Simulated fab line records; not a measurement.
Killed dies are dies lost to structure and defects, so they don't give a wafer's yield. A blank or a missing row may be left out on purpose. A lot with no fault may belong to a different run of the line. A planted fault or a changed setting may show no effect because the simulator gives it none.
Comparing a struck lot with a sound one	flow sky130	17 out of 708 route steps
Sound: the wafers L406.2, L406.3, L406.5. Struck: wafer L410.5. (L410.1, L410.6 of the same lot were not struck and are left out.) The cause comes at the end.
Each step with rows lists, per side, the tool, then ch with its chambers, then its first start. Under that, the readings that differ: sound wafers	struck wafers	difference of the means	sigmas: that difference in standard deviations of wafers without a fault.
alike: same words and numbers on both sides, and readings whose means sit less than 2 such deviations apart. not compared: any withheld reading, any reading some wafer has no value for, any bound like >300 that may hide the same value, and any number with overlapping values for which the record gives no deviation.
Wherever a step has rows on one side only, a row that says differs or no value, or a row with sigmas, the two part there. Non-overlapping numbers with no deviation appear without sigmas and do not part them. Lack of a reading on every wafer of one side parts them only where that side has two or more wafers.

first, 1 step without rows for these wafers: SKY_POLY_GATE_CVD_03 (deposits Si3N4 from DCS/NH3, target thk 75 nm, time 1290 s).
SKY_POLY_GATE_THK_MEAS_04:
  sound on filmMetro-04 at day 15 06:10; struck on filmMetro-04 at day 16 19:10
reading	sound	struck	difference	sigmas
POLY_GATE_CVD_03_THK (nm)	76.1 75.6 75.6	74.2	-1.6	-2
then, 8 steps without rows for these wafers: SKY_POLY_GATE_DEHYDRATE_05 (time 60 s); SKY_POLY_GATE_HMDS_06 (prime time 60 s); SKY_POLY_GATE_COAT_07 (resist thk 110 nm); SKY_POLY_GATE_COAT_08 (resist thk 450 nm); SKY_POLY_GATE_SOFTBAKE_09 (time 90 s); SKY_POLY_GATE_EXPOSE_10 (exposes mask P1M, target cd 150 nm); SKY_POLY_GATE_PEB_11; SKY_POLY_GATE_DEVELOP_12 (develop time 60 s).
SKY_POLY_GATE_CD_MEAS_13: the cd target is 150 nm.
  sound on cdSem-02 at day 16 09:52; struck on cdSem-01 at day 17 23:41
  alike: cdNm
SKY_POLY_GATE_OVL_MEAS_14:
  sound on overlay-02 at day 16 09:58; struck on overlay-02 at day 17 23:49
  alike: POLY_GATE_OVL
SKY_POLY_GATE_ETCH_15: etches BARC in N2/H2, stops on SiO2, time 118.5 s, target depth 110 nm.
  sound on rieDiel-03 ch 0,1,3, day 16 09:59; struck on rieDiel-02 ch 1, day 17 23:50
reading	sound	struck	difference	sigmas
drypumpMotorCurrentA (A)	5.6 5.9 6.4	4.8	-1.2	-2
  alike: oesProductAu, rfFwdPowerW, throttleValvePct
  not compared: rfHoursCounterH, model.KrF-thick_of_POLY_GATE_COAT_08.thkNm
SKY_POLY_GATE_ETCH_16: etches Si3N4 in CH3F/O2, stops on poly-Si, time 147.5 s, target depth 75 nm.
  sound on rieDiel-03 ch 0,1,3, day 16 10:04; struck on rieDiel-02 ch 1, day 17 23:55
reading	sound	struck	difference	sigmas
drypumpMotorCurrentA (A)	5.6 5.9 6.4	4.8	-1.2	-2
rfFwdPowerW (W)	397.7 397.8 398.0	400.6	+2.8	+2
  alike: oesProductAu, throttleValvePct
  not compared: rfHoursCounterH
SKY_POLY_GATE_ETCH_17: etches poly-Si in HBr/Cl2, stops on SiO2, target depth 180 nm, time 70.5 s.
  sound on rieSi-02 ch 1,2, day 16 10:10; struck on rieSi-01 ch 1, day 18 00:01
reading	sound	struck	difference	sigmas
drypumpMotorCurrentA (A)	5.4 5.5 5.4	6.7	+1.3	+2
  alike: oesProductAu, rfFwdPowerW, throttleValvePct
  not compared: rfHoursCounterH, model.KrF-thick_of_POLY_GATE_COAT_08.thkNm
SKY_POLY_GATE_STRIP_18: strips in O2/N2.
  sound on plasmaAsher-03 ch 0,1, day 16 10:14; struck on plasmaAsher-02 ch 0, day 18 00:05
reading	sound	struck	difference	sigmas
drypumpMotorCurrentA (A)	5.61 5.61 5.68	5.32	-0.31	-2
  alike: oesProductAu, stripTimeToEndpointS
  not compared: rfHoursCounterH
-- the record jumps here: 29 days lie between the struck wafers' starts before and after (it left off in module POLY_GATE and takes up again in module PAD_OPEN, whose first step shown is number 708 of the route) --
SKY_PAD_OPEN_PROBE_99:
  sound on prober-02 at day 45 18:35; struck on prober-02 at day 46 20:08
reading	sound	struck	difference	sigmas
killedDies	81 77 81	100	+20	+2
killedOpen	41 41 44	65	+23	+3
  alike: killed_at_M0_to_M3, killed_at_M4_up, killedAtContacts, killedAtFrontEnd, killedShort

## WHERE THEY PART
First at SKY_POLY_GATE_THK_MEAS_04; last, within this record, at SKY_PAD_OPEN_PROBE_99.

WHY: whatever the simulator had introduced
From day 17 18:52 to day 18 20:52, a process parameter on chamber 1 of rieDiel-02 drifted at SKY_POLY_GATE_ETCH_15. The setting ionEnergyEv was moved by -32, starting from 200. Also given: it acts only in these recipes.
